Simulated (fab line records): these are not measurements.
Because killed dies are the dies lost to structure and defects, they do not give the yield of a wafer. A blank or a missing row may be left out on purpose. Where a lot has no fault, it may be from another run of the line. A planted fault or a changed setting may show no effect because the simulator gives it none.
Which tool did it? || flow gf180mcu || 36 wafers from 12 lots sampled at 7 of the route's 602 steps

## WHAT THE GAUGES SHOWED, per wafer
GF_CONTACT_RS_MEAS_25: measures by four-point-probe. Usual: CONTACT_W_RS gives 0.387 ohm/sq (standard deviation 0.004).
{"lot": "L639", "measured": "day 16 13:49", "on": "filmMetro-01", "CONTACT_W_RS (ohm/sq)": "0.385 0.387 0.385", "flag": ""}
{"lot": "L641", "measured": "day 17 13:25", "on": "filmMetro-04", "CONTACT_W_RS (ohm/sq)": "0.387 0.388 0.385", "flag": ""}
{"lot": "L642", "measured": "day 17 23:44", "on": "filmMetro-02", "CONTACT_W_RS (ohm/sq)": "0.382 0.382 0.385", "flag": ""}
{"lot": "L644", "measured": "day 18 12:55", "on": "filmMetro-04", "CONTACT_W_RS (ohm/sq)": "0.385 0.390 0.390", "flag": ""}
{"lot": "L645", "measured": "day 18 15:50", "on": "filmMetro-04", "CONTACT_W_RS (ohm/sq)": "0.386 0.388 0.389", "flag": ""}
{"lot": "L646", "measured": "day 19 02:26", "on": "filmMetro-04", "CONTACT_W_RS (ohm/sq)": "0.383 0.387 0.381", "flag": ""}
{"lot": "L649", "measured": "day 20 09:50", "on": "filmMetro-02", "CONTACT_W_RS (ohm/sq)": "0.394 0.388 0.389", "flag": ""}
{"lot": "L654", "measured": "day 22 03:17", "on": "filmMetro-02", "CONTACT_W_RS (ohm/sq)": "0.318 0.319 0.320", "flag": "OFF"}
{"lot": "L655", "measured": "day 22 08:13", "on": "filmMetro-02", "CONTACT_W_RS (ohm/sq)": "0.325 0.322 0.321", "flag": "OFF"}
{"lot": "L656", "measured": "day 23 03:29", "on": "filmMetro-01", "CONTACT_W_RS (ohm/sq)": "0.381 0.381 0.383", "flag": ""}
{"lot": "L658", "measured": "day 23 09:53", "on": "filmMetro-04", "CONTACT_W_RS (ohm/sq)": "0.385 0.389 0.388", "flag": ""}
{"lot": "L661", "measured": "day 24 09:42", "on": "filmMetro-02", "CONTACT_W_RS (ohm/sq)": "0.384 0.390 0.386", "flag": ""}

GF_CONTACT_THK_MEAS_26: measures by xrf. Usual: CONTACT_W_THK gives 300 nm (standard deviation 4.3).
{"lot": "L639", "measured": "day 16 13:55", "on": "filmMetro-01", "CONTACT_W_THK (nm)": "297 294 294", "flag": ""}
{"lot": "L641", "measured": "day 17 13:31", "on": "filmMetro-04", "CONTACT_W_THK (nm)": "304 305 305", "flag": ""}
{"lot": "L642", "measured": "day 17 23:51", "on": "filmMetro-02", "CONTACT_W_THK (nm)": "308 308 304", "flag": ""}
{"lot": "L644", "measured": "day 18 13:01", "on": "filmMetro-04", "CONTACT_W_THK (nm)": "306 300 300", "flag": ""}
{"lot": "L645", "measured": "day 18 15:56", "on": "filmMetro-04", "CONTACT_W_THK (nm)": "305 302 302", "flag": ""}
{"lot": "L646", "measured": "day 19 02:32", "on": "filmMetro-04", "CONTACT_W_THK (nm)": "301 300 303", "flag": ""}
{"lot": "L649", "measured": "day 20 09:56", "on": "filmMetro-02", "CONTACT_W_THK (nm)": "300 303 303", "flag": ""}
{"lot": "L654", "measured": "day 22 03:24", "on": "filmMetro-02", "CONTACT_W_THK (nm)": "370 370 369", "flag": "OFF"}
{"lot": "L655", "measured": "day 22 08:19", "on": "filmMetro-02", "CONTACT_W_THK (nm)": "362 367 367", "flag": "OFF"}
{"lot": "L656", "measured": "day 23 03:36", "on": "filmMetro-01", "CONTACT_W_THK (nm)": "303 302 302", "flag": ""}
{"lot": "L658", "measured": "day 23 10:00", "on": "filmMetro-04", "CONTACT_W_THK (nm)": "302 298 298", "flag": ""}
{"lot": "L661", "measured": "day 24 09:49", "on": "filmMetro-02", "CONTACT_W_THK (nm)": "302 299 301", "flag": ""}

GF_V1_THK_MEAS_03. Usual: V1_CVD_02_THK gives 853 nm (standard deviation 12).
{"lot": "L639", "measured": "day 17 14:17", "on": "filmMetro-02", "V1_CVD_02_THK (nm)": "852 859 863", "flag": ""}
{"lot": "L641", "measured": "day 18 14:38", "on": "filmMetro-02", "V1_CVD_02_THK (nm)": "860 880 876", "flag": ""}
{"lot": "L642", "measured": "day 19 01:35", "on": "filmMetro-02", "V1_CVD_02_THK (nm)": "833 843 852", "flag": ""}
{"lot": "L644", "measured": "day 19 14:25", "on": "filmMetro-03", "V1_CVD_02_THK (nm)": "852 854 880", "flag": ""}
{"lot": "L645", "measured": "day 19 19:02", "on": "filmMetro-01", "V1_CVD_02_THK (nm)": "850 858 852", "flag": ""}
{"lot": "L646", "measured": "day 20 03:57", "on": "filmMetro-02", "V1_CVD_02_THK (nm)": "838 872 850", "flag": ""}
{"lot": "L649", "measured": "day 21 11:01", "on": "filmMetro-02", "V1_CVD_02_THK (nm)": "849 857 870", "flag": ""}
{"lot": "L654", "measured": "day 23 04:11", "on": "filmMetro-03", "V1_CVD_02_THK (nm)": "859 851 844", "flag": ""}
{"lot": "L655", "measured": "day 23 09:01", "on": "filmMetro-02", "V1_CVD_02_THK (nm)": "864 853 858", "flag": ""}
{"lot": "L656", "measured": "day 24 03:53", "on": "filmMetro-02", "V1_CVD_02_THK (nm)": "842 842 860", "flag": ""}
{"lot": "L658", "measured": "day 24 10:22", "on": "filmMetro-02", "V1_CVD_02_THK (nm)": "841 864 867", "flag": ""}
{"lot": "L661", "measured": "day 25 08:42", "on": "filmMetro-03", "V1_CVD_02_THK (nm)": "837 841 839", "flag": ""}

GF_V2_THK_MEAS_01. Usual: V2_CVD_00_THK gives 596 nm (standard deviation 6.2).
{"lot": "L639", "measured": "day 19 15:53", "on": "filmMetro-04", "V2_CVD_00_THK (nm)": "596 584 595", "flag": ""}
{"lot": "L641", "measured": "day 20 15:53", "on": "filmMetro-01", "V2_CVD_00_THK (nm)": "592 588 593", "flag": ""}
{"lot": "L642", "measured": "day 21 04:36", "on": "filmMetro-01", "V2_CVD_00_THK (nm)": "602 597 602", "flag": ""}
{"lot": "L644", "measured": "day 21 16:25", "on": "filmMetro-01", "V2_CVD_00_THK (nm)": "601 599 601", "flag": ""}
{"lot": "L645", "measured": "day 21 20:35", "on": "filmMetro-01", "V2_CVD_00_THK (nm)": "591 594 586", "flag": ""}
{"lot": "L646", "measured": "day 22 05:26", "on": "filmMetro-04", "V2_CVD_00_THK (nm)": "597 595 592", "flag": ""}
{"lot": "L649", "measured": "day 23 12:16", "on": "filmMetro-02", "V2_CVD_00_THK (nm)": "604 602 603", "flag": ""}
{"lot": "L654", "measured": "day 25 03:46", "on": "filmMetro-02", "V2_CVD_00_THK (nm)": "589 599 597", "flag": ""}
{"lot": "L655", "measured": "day 25 07:39", "on": "filmMetro-04", "V2_CVD_00_THK (nm)": "611 603 605", "flag": ""}
{"lot": "L656", "measured": "day 26 01:47", "on": "filmMetro-02", "V2_CVD_00_THK (nm)": "597 589 597", "flag": ""}
{"lot": "L658", "measured": "day 26 08:19", "on": "filmMetro-01", "V2_CVD_00_THK (nm)": "598 601 599", "flag": ""}
{"lot": "L661", "measured": "day 27 05:25", "on": "filmMetro-04", "V2_CVD_00_THK (nm)": "600 593 596", "flag": ""}

GF_M3_THK_MEAS_06: measures by xrf. Usual: M3_ALCU_THK gives 448 nm (standard deviation 6.1).
{"lot": "L639", "measured": "day 20 17:21", "on": "filmMetro-01", "M3_ALCU_THK (nm)": "439 441 445", "flag": ""}
{"lot": "L641", "measured": "day 21 17:44", "on": "filmMetro-03", "M3_ALCU_THK (nm)": "442 448 452", "flag": ""}
{"lot": "L642", "measured": "day 22 05:46", "on": "filmMetro-03", "M3_ALCU_THK (nm)": "460 453 454", "flag": ""}
{"lot": "L644", "measured": "day 22 18:16", "on": "filmMetro-04", "M3_ALCU_THK (nm)": "443 447 452", "flag": ""}
{"lot": "L645", "measured": "day 22 22:26", "on": "filmMetro-04", "M3_ALCU_THK (nm)": "446 448 453", "flag": ""}
{"lot": "L646", "measured": "day 23 06:11", "on": "filmMetro-03", "M3_ALCU_THK (nm)": "444 438 445", "flag": ""}
{"lot": "L649", "measured": "day 24 13:13", "on": "filmMetro-03", "M3_ALCU_THK (nm)": "443 445 444", "flag": ""}
{"lot": "L654", "measured": "day 26 03:29", "on": "filmMetro-04", "M3_ALCU_THK (nm)": "449 455 431", "flag": ""}
{"lot": "L655", "measured": "day 26 07:53", "on": "filmMetro-03", "M3_ALCU_THK (nm)": "442 450 438", "flag": ""}
{"lot": "L656", "measured": "day 27 00:51", "on": "filmMetro-04", "M3_ALCU_THK (nm)": "439 443 438", "flag": ""}
{"lot": "L658", "measured": "day 27 07:54", "on": "filmMetro-04", "M3_ALCU_THK (nm)": "453 442 449", "flag": ""}
{"lot": "L661", "measured": "day 28 03:28", "on": "filmMetro-01", "M3_ALCU_THK (nm)": "457 458 457", "flag": ""}

## TOOL THAT RAN EACH LOT (tool first, then ch and the chambers of the sampled wafers, then the start)
{"lot": "L639", "GF_CONTACT_CVD_24": "cvdW-01 ch 0,1, day 16 13:41", "GF_CONTACT_CMP_27": "cmp-01 ch 0,1,3, day 16 13:58"}
{"lot": "L641", "GF_CONTACT_CVD_24": "cvdW-01 ch 0,1, day 17 13:17", "GF_CONTACT_CMP_27": "cmp-01 ch 1,2,3, day 17 13:34"}
{"lot": "L642", "GF_CONTACT_CVD_24": "cvdW-02 ch 0,1, day 17 23:38", "GF_CONTACT_CMP_27": "cmp-02 ch 0,3, day 17 23:55"}
{"lot": "L644", "GF_CONTACT_CVD_24": "cvdW-02 ch 0, day 18 12:47", "GF_CONTACT_CMP_27": "cmp-02 ch 0,1, day 18 13:07"}
{"lot": "L645", "GF_CONTACT_CVD_24": "cvdW-01 ch 0,1, day 18 15:44", "GF_CONTACT_CMP_27": "cmp-01 ch 1,3, day 18 15:59"}
{"lot": "L646", "GF_CONTACT_CVD_24": "cvdW-02 ch 0,1, day 19 02:20", "GF_CONTACT_CMP_27": "cmp-01 ch 1,2,3, day 19 02:41"}
{"lot": "L649", "GF_CONTACT_CVD_24": "cvdW-01 ch 0,1, day 20 09:43", "GF_CONTACT_CMP_27": "cmp-01 ch 1,3, day 20 09:58"}
{"lot": "L654", "GF_CONTACT_CVD_24": "cvdW-01 ch 0,1, day 22 03:11", "GF_CONTACT_CMP_27": "cmp-01 ch 0,2,3, day 22 03:28"}
{"lot": "L655", "GF_CONTACT_CVD_24": "cvdW-01 ch 0,1, day 22 08:07", "GF_CONTACT_CMP_27": "cmp-01 ch 0,2,3, day 22 08:28"}
{"lot": "L656", "GF_CONTACT_CVD_24": "cvdW-02 ch 0,1, day 23 03:23", "GF_CONTACT_CMP_27": "cmp-02 ch 0,1,2, day 23 03:43"}
{"lot": "L658", "GF_CONTACT_CVD_24": "cvdW-02 ch 1, day 23 09:46", "GF_CONTACT_CMP_27": "cmp-01 ch 0,2,3, day 23 10:09"}
{"lot": "L661", "GF_CONTACT_CVD_24": "cvdW-02 ch 1, day 24 09:30", "GF_CONTACT_CMP_27": "cmp-02 ch 0,1,2, day 24 09:56"}
- GF_CONTACT_CVD_24: deposits W, target thk 300 nm, time 90.339 s.
- GF_CONTACT_CMP_27: polishes, stops on SiO2, t overpolish 15 s, target thk 0 nm.

## WHAT THE TOOLS THEMSELVES READ (means of the sampled wafers that have a number; where no wafer has one, the mark that the record gives instead)
GF_CONTACT_CVD_24. Usual: heaterPowerW 789 W, standard deviation 66; susceptorTempC 399.99 C, standard deviation 0.21.
{"lot": "L639", "tool": "cvdW-01", "heaterPowerW (W)": 760, "susceptorTempC (C)": 399.81, "flag": ""}
{"lot": "L641", "tool": "cvdW-01", "heaterPowerW (W)": 754, "susceptorTempC (C)": 399.85, "flag": ""}
{"lot": "L642", "tool": "cvdW-02", "heaterPowerW (W)": 777, "susceptorTempC (C)": 400.03, "flag": ""}
{"lot": "L644", "tool": "cvdW-02", "heaterPowerW (W)": 755, "susceptorTempC (C)": 399.92, "flag": ""}
{"lot": "L645", "tool": "cvdW-01", "heaterPowerW (W)": 763, "susceptorTempC (C)": 399.96, "flag": ""}
{"lot": "L646", "tool": "cvdW-02", "heaterPowerW (W)": 787, "susceptorTempC (C)": 400.12, "flag": ""}
{"lot": "L649", "tool": "cvdW-01", "heaterPowerW (W)": 766, "susceptorTempC (C)": 399.79, "flag": ""}
{"lot": "L654", "tool": "cvdW-01", "heaterPowerW (W)": 766, "susceptorTempC (C)": 399.97, "flag": ""}
{"lot": "L655", "tool": "cvdW-01", "heaterPowerW (W)": 765, "susceptorTempC (C)": 399.95, "flag": ""}
{"lot": "L656", "tool": "cvdW-02", "heaterPowerW (W)": 771, "susceptorTempC (C)": 399.84, "flag": ""}
{"lot": "L658", "tool": "cvdW-02", "heaterPowerW (W)": 827, "susceptorTempC (C)": 400.12, "flag": ""}
{"lot": "L661", "tool": "cvdW-02", "heaterPowerW (W)": 823, "susceptorTempC (C)": 400.07, "flag": ""}

GF_CONTACT_CMP_27. Usual: headPressurePsi 3.500 psi, standard deviation 0.0076; motorCurrentA 10.8 A, standard deviation 1.1; timeToEndpointS 71 s, standard deviation 3.5.
{"lot": "L639", "tool": "cmp-01", "headPressurePsi (psi)": 3.496, "motorCurrentA (A)": 11.8, "timeToEndpointS (s)": 71, "flag": ""}
{"lot": "L641", "tool": "cmp-01", "headPressurePsi (psi)": 3.493, "motorCurrentA (A)": 11.7, "timeToEndpointS (s)": 69, "flag": ""}
{"lot": "L642", "tool": "cmp-02", "headPressurePsi (psi)": 3.504, "motorCurrentA (A)": 10.4, "timeToEndpointS (s)": 72, "flag": ""}
{"lot": "L644", "tool": "cmp-02", "headPressurePsi (psi)": 3.498, "motorCurrentA (A)": 10.5, "timeToEndpointS (s)": 74, "flag": ""}
{"lot": "L645", "tool": "cmp-01", "headPressurePsi (psi)": 3.497, "motorCurrentA (A)": 11.9, "timeToEndpointS (s)": 70, "flag": ""}
{"lot": "L646", "tool": "cmp-01", "headPressurePsi (psi)": 3.501, "motorCurrentA (A)": 11.8, "timeToEndpointS (s)": 70, "flag": ""}
{"lot": "L649", "tool": "cmp-01", "headPressurePsi (psi)": 3.502, "motorCurrentA (A)": 11.6, "timeToEndpointS (s)": 71, "flag": ""}
{"lot": "L654", "tool": "cmp-01", "headPressurePsi (psi)": 3.502, "motorCurrentA (A)": 12.1, "timeToEndpointS (s)": 87, "flag": "OFF"}
{"lot": "L655", "tool": "cmp-01", "headPressurePsi (psi)": 3.503, "motorCurrentA (A)": 12.0, "timeToEndpointS (s)": 84, "flag": "OFF"}
{"lot": "L656", "tool": "cmp-02", "headPressurePsi (psi)": 3.505, "motorCurrentA (A)": 10.4, "timeToEndpointS (s)": 71, "flag": ""}
{"lot": "L658", "tool": "cmp-01", "headPressurePsi (psi)": 3.502, "motorCurrentA (A)": 12.2, "timeToEndpointS (s)": 71, "flag": ""}
{"lot": "L661", "tool": "cmp-02", "headPressurePsi (psi)": 3.501, "motorCurrentA (A)": 10.4, "timeToEndpointS (s)": 75, "flag": ""}

## THE ANSWER, worked out from the rows above alone
Rule: take the mean of a lot's wafers that have a number; if it is more than 3 standard deviations from the usual mean, the lot is off. Also off: a lot with no number at a reading for which 4 or more lots have one. The other lots that the step has rows for count as sound. After the gauges, taken in route order, come the tools' own readings; for these a lot's mean is taken, as printed above. The first step at which some lot is off is used, and at that step the reading that is off furthest; a lot without a number counts as furthest.
Off: L654, L655, seen at GF_CONTACT_RS_MEAS_25 (CONTACT_W_RS).
If a tool, at a process step before that reading, ran all the lots that are off and no sound lot after the first of them, it fits. The gauges at GF_CONTACT_RS_MEAS_25 aren't tried: what is off there is off at GF_CONTACT_CMP_27 too, on other tools, and a gauge's error can't cause that. One candidate fits, namely cvdW-01 at GF_CONTACT_CVD_24. A fault onset in the window from L649 (day 20 09:43, its last sound lot) to L654 (day 22 03:11, its first lot off) fits.

## WHAT THE SIMULATOR HAD INSERTED
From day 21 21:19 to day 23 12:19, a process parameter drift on cvdW-01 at GF_CONTACT_CVD_24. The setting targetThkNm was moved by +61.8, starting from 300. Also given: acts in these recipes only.
Shown lots that were struck: L654, L655. The rule above found the same.
